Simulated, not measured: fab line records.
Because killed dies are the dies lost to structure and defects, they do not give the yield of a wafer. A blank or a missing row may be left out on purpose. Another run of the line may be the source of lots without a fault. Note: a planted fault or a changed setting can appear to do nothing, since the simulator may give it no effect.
Which tool is to blame? -- flow gf180mcu -- 12 lots with 36 wafers sampled at 5 steps, on a route of 602 steps

WHAT THE GAUGES SHOWED, per wafer
GF_LVPWELL_TW_MEAS_11.
lot,measured,on,LVPWELL_TW
L378,day 3 21:25,filmMetro-01,558.3 560.3 560.4
L379,day 4 05:18,filmMetro-03,562.8 562.6 563.5
L380,day 4 07:31,filmMetro-02,566.9 568.7 566.7
L381,day 4 13:01,filmMetro-02,568.6 566.4 565.5
L390,day 6 18:21,filmMetro-01,532.4 534.2 534.7
L391,day 6 22:46,filmMetro-03,570.6 565.7 570.2
L392,day 7 03:44,filmMetro-02,539.5 540.6 538.4
L394,day 7 15:29,filmMetro-01,565.7 564.3 564.6
L396,day 8 01:20,filmMetro-01,561.6 562.2 560.5
L397,day 8 07:45,filmMetro-01,560.9 562.4 560.0
L398,day 8 13:26,filmMetro-02,562.8 564.5 563.5
L399,day 8 19:29,filmMetro-02,566.5 565.4 562.1

GF_VT_IMPLANT_RS_MEAS_48: a four-point-probe measurement.
lot,measured,on,LVPWELL_RS (ohm/sq)
L378,day 7 13:36,filmMetro-01,1191.5 1195.5 1195.1
L379,day 7 22:34,filmMetro-03,1195.6 1197.5 1195.2
L380,day 8 03:04,filmMetro-02,1197.0 1191.7 1194.8
L381,day 8 08:55,filmMetro-02,1198.6 1198.6 1196.7
L390,day 10 23:48,filmMetro-01,1326.7 1320.8 1319.9
L391,day 11 05:04,filmMetro-03,1200.5 1199.8 1199.0
L392,day 11 13:10,filmMetro-02,1323.6 1325.5 1323.6
L394,day 12 01:36,filmMetro-02,1193.8 1193.0 1191.3
L396,day 12 13:23,filmMetro-02,1197.7 1195.6 1194.2
L397,day 12 20:08,filmMetro-01,1194.8 1194.7 1196.3
L398,day 13 04:32,filmMetro-01,1196.5 1193.9 1193.8
L399,day 13 12:19,filmMetro-03,1197.4 1197.0 1198.2

GF_V2_THK_MEAS_03.
lot,measured,on,V2_CVD_02_THK (nm)
L378,day 19 07:18,filmMetro-03,818 839 854
L379,day 19 18:19,filmMetro-01,834 855 865
L380,day 19 23:20,filmMetro-02,815 827 854
L381,day 20 09:46,filmMetro-03,865 854 860
L390,day 23 15:23,filmMetro-03,835 859 860
L391,day 23 21:31,filmMetro-01,838 848 852
L392,day 24 11:15,filmMetro-02,840 860 857
L394,day 24 22:07,filmMetro-01,844 856 854
L396,day 25 13:35,filmMetro-01,829 852 858
L397,day 25 19:25,filmMetro-01,838 855 858
L398,day 26 06:10,filmMetro-01,834 841 851
L399,day 26 14:22,filmMetro-02,840 830 851

TOOL THAT RAN EACH LOT (tool first, then ch and the chambers of the sampled wafers, then the start)
lot,GF_LVPWELL_IMPLANT_08,GF_V1_ETCH_16
L378,"implanter-03 ch 0, day 3 21:01","rieDiel-02 ch 0,3, day 18 04:35"
L379,"implanter-02 ch 0, day 4 04:54","rieDiel-03 ch 1,2,3, day 18 15:00"
L380,"implanter-04 ch 0, day 4 07:07","rieDiel-03 ch 1,3, day 18 19:15"
L381,"implanter-02 ch 0, day 4 12:40","rieDiel-03 ch 0,2,3, day 19 06:31"
L390,"implanter-02 ch 0, day 6 17:59","rieDiel-03 ch 0,2, day 22 14:07"
L391,"implanter-04 ch 0, day 6 22:25","rieDiel-02 ch 0,3, day 22 20:12"
L392,"implanter-02 ch 0, day 7 03:20","rieDiel-03 ch 1,3, day 23 10:01"
L394,"implanter-03 ch 0, day 7 15:07","rieDiel-02 ch 1,2, day 23 21:37"
L396,"implanter-03 ch 0, day 8 00:58","rieDiel-03 ch 0,1, day 24 13:12"
L397,"implanter-03 ch 0, day 8 07:23","rieDiel-04 ch 0,1,3, day 24 19:34"
L398,"implanter-03 ch 0, day 8 13:02","rieDiel-02 ch 0,2, day 25 06:31"
L399,"implanter-03 ch 0, day 8 19:05","rieDiel-02 ch 0,1,2, day 25 15:08"
- GF_LVPWELL_IMPLANT_08
- GF_V1_ETCH_16: etches BARC in N2/H2.

WHAT THE TOOLS THEMSELVES READ (means of the sampled wafers that have a number; where no wafer has one, the mark that the record gives instead)
GF_LVPWELL_IMPLANT_08.
lot,tool,beamOnS (s),doseIonsCm2,faradayCurrentUA
L378,implanter-03,10.07,1.4984e+13,84.1
L379,implanter-02,9.93,1.5009e+13,85.1
L380,implanter-04,9.97,1.5000e+13,84.7
L381,implanter-02,9.88,1.4983e+13,85.6
L390,implanter-02,9.75,1.2207e+13,70.6
L391,implanter-04,10.08,1.4996e+13,83.9
L392,implanter-02,9.92,1.2235e+13,69.3
L394,implanter-03,10.00,1.4986e+13,84.5
L396,implanter-03,10.17,1.5003e+13,83.2
L397,implanter-03,9.90,1.5020e+13,85.2
L398,implanter-03,10.20,1.5006e+13,83.0
L399,implanter-03,9.95,1.4995e+13,85.1

GF_V1_ETCH_16.
lot,tool,drypumpMotorCurrentA (A),oesProductAu (a.u.),throttleValvePct (%)
L378,rieDiel-02,5.6,0.852,13.229
L379,rieDiel-03,5.4,0.859,13.219
L380,rieDiel-03,5.3,0.857,13.226
L381,rieDiel-03,6.1,0.853,13.218
L390,rieDiel-03,5.6,0.861,13.218
L391,rieDiel-02,5.5,0.854,13.217
L392,rieDiel-03,5.3,0.856,13.220
L394,rieDiel-02,6.0,0.853,13.235
L396,rieDiel-03,5.2,0.856,13.223
L397,rieDiel-04,5.7,0.856,13.227
L398,rieDiel-02,6.1,0.858,13.222
L399,rieDiel-02,5.9,0.860,13.227

THE ANSWER, worked out from the rows above alone
Rule: usual is defined by the lots themselves. Put in order of their means at a reading, lots are off if they are a third of the lots or fewer, leave a main group of 4 or more, and stand apart from it by a gap of 3 or more times the standard deviation of the main group's means; of several such gaps the widest counts. The tables above print the reading to a certain number of digits; a main group whose means all agree to those digits is not used. A lot without any number at a reading at which 4 lots or more have one is off too. The other lots that the step has rows for count as sound. First the gauges in route order, then the tools' own readings, where a lot's mean is used as printed above. The first step at which some lot is off is used, and at that step the reading that is off furthest; a lot without a number counts as furthest.
Off: at GF_LVPWELL_TW_MEAS_11 (LVPWELL_TW), L390, L392. Mean 564.1 and standard deviation 2.8 in the main group.
A tool fits if, at a process step before that reading, it ran every lot that is off, and no sound lot after the first of them. The gauges at GF_LVPWELL_TW_MEAS_11 aren't tried: what is off there is off at GF_LVPWELL_IMPLANT_08 too, on other tools, and a gauge's error can't cause that. One candidate fits, namely implanter-02 at GF_LVPWELL_IMPLANT_08. A fault onset in the window from L381 (day 4 12:40, its last sound lot) to L390 (day 6 17:59, its first lot off) fits.
The tool's own readings at GF_LVPWELL_IMPLANT_08 bear it out: on the lots that are off they differ by more than 5 times the standard deviation of the sound lots' means. doseIonsCm2 reads 1.2221e+13 there against 1.4998e+13 on the sound lots; faradayCurrentUA reads 69.9 there against 84.4 on the sound lots.

WHAT THE SIMULATOR HAD INSERTED
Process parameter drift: implanter-02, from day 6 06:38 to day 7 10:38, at GF_LVPWELL_IMPLANT_08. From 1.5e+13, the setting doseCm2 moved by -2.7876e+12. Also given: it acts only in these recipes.
Lots struck among those shown: L390, L392. This agrees with what the rule above found.
